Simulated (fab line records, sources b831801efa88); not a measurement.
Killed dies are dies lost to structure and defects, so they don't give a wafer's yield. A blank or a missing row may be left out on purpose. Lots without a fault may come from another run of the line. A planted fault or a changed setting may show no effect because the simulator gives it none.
Which tool did it? | flow sky130 | 6 lots, 18 wafers sampled, at 3 steps of a route of 708

WHAT THE GAUGES READ, wafer by wafer
SKY_CONTACT_BOW_MEAS_05.
lot  | measured     | on            | CONTACT_BOW (um)
L707 | day 32 23:25 | film_metro-03 | 74 80 92
L710 | day 33 10:10 | film_metro-01 | 87 80 86
L714 | day 34 21:55 | film_metro-01 | 77 77 77
L719 | day 36 10:05 | film_metro-01 | 88 87 75
L724 | day 37 20:17 | film_metro-04 | 93 80 88
L726 | day 38 13:46 | film_metro-04 | 91 86 87

WHICH TOOL RAN EACH LOT (tool, then ch and the chambers of the sampled wafers, then the start)
lot  | SKY_LI_CONTACT_SPUTTER_20    | SKY_CONTACT_HDPCVD_02
L707 | pvd_sputter-02, day 31 18:29 | hdpcvd-01 ch 1,2, day 32 22:59
L710 | pvd_sputter-04, day 32 04:28 | hdpcvd-02 ch 0,1,2, day 33 09:44
L714 | pvd_sputter-02, day 33 16:41 | hdpcvd-01 ch 0,1,2, day 34 21:29
L719 | pvd_sputter-01, day 35 05:32 | hdpcvd-02 ch 0,2, day 36 09:36
L724 | pvd_sputter-01, day 36 16:25 | hdpcvd-02 ch 1,2, day 37 19:52
L726 | pvd_sputter-04, day 37 08:43 | hdpcvd-01 ch 0,1,2, day 38 13:20
- SKY_LI_CONTACT_SPUTTER_20: material TiN, target thk 20 nm, time 80 s.
- SKY_CONTACT_HDPCVD_02: deposits SiO2, target thk 565 nm, time 94.2 s.

THE ANSWER, worked out from the rows above alone
Rule: what is usual is taken from the lots themselves. Put in order of their means at a reading, lots are off if they are a third of the lots or fewer, leave a main group of 4 or more, and stand apart from it by a gap of 3 or more times the standard deviation of the main group's means; of several such gaps the widest counts. A main group whose means are all the same, to the digits that the tables above print for the reading, isn't used. A lot without any number at a reading at which 4 lots or more have one is off too. The other lots that the step has rows for count as sound.
No lot is off at any reading shown: from this, nothing can be told.

WHAT THE SIMULATOR HAD PUT IN
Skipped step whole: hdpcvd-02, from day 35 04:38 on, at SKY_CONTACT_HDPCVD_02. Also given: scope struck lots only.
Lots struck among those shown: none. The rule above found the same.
